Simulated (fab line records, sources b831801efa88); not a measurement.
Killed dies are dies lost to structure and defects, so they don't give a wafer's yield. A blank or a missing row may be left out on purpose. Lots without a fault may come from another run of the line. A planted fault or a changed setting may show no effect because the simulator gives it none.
Chamber matching | flow sky130 | SKY_VIA1_CMP_02 on cmp-01: 4 sister chambers
The step polishes SiO2. 8 wafers are shown with their chamber, then 12 later ones without.

WAFERS WITH THEIR CHAMBER
wafer  | chamber | motor_current_A (A)
L079.5 | 1       | 13.7
L085.3 | 2       | 10.8
L086.1 | 2       | 10.9
L086.4 | 3       | 11.9
L086.6 | 1       | 13.4
L088.2 | 0       | 11.5
L088.3 | 3       | 11.7
L088.6 | 0       | 11.5

WAFERS WITHOUT THEIR CHAMBER
wafer  | motor_current_A (A)
L089.2 | 13.0
L089.3 | 11.5
L089.5 | 13.3
L091.1 | 11.3
L091.2 | 13.1
L091.4 | 11.0
L094.3 | 11.1
L094.4 | 13.3
L094.5 | 11.2
L095.1 | 11.2
L095.2 | 13.3
L095.5 | 10.6

WHICH CHAMBER EACH WENT THROUGH
wafer  | from the rows above     | in truth
L089.2 | 1                       | 1
L089.3 | 0                       | 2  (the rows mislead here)
L089.5 | 1                       | 1
L091.1 | can't be placed: 0 or 2 | 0
L091.2 | 1                       | 1
L091.4 | 2                       | 2
L094.3 | can't be placed: 2 or 0 | 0
L094.4 | 1                       | 1
L094.5 | can't be placed: 0 or 2 | 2
L095.1 | can't be placed: 0 or 2 | 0
L095.2 | 1                       | 1
L095.5 | 2                       | 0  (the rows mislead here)
Placed correctly: 6 of 12. Can't be placed from these rows: 4 (the true chamber is among the candidates in 4). Placed wrongly: 2.
How it was worked out, from the rows above alone: a wafer's distance from a chamber is the root of the sum, over the readings, of the square of ((its reading less the chamber's mean) divided by the reading's scatter). The wafer belongs to the nearest chamber; if the next one is less than 2 further off, it can't be placed. A chamber's mean is the mean of its shown wafers. The scatter: the root of (the sum of the squares of (reading less its chamber's mean) over the shown wafers, divided by (wafers less chambers)).
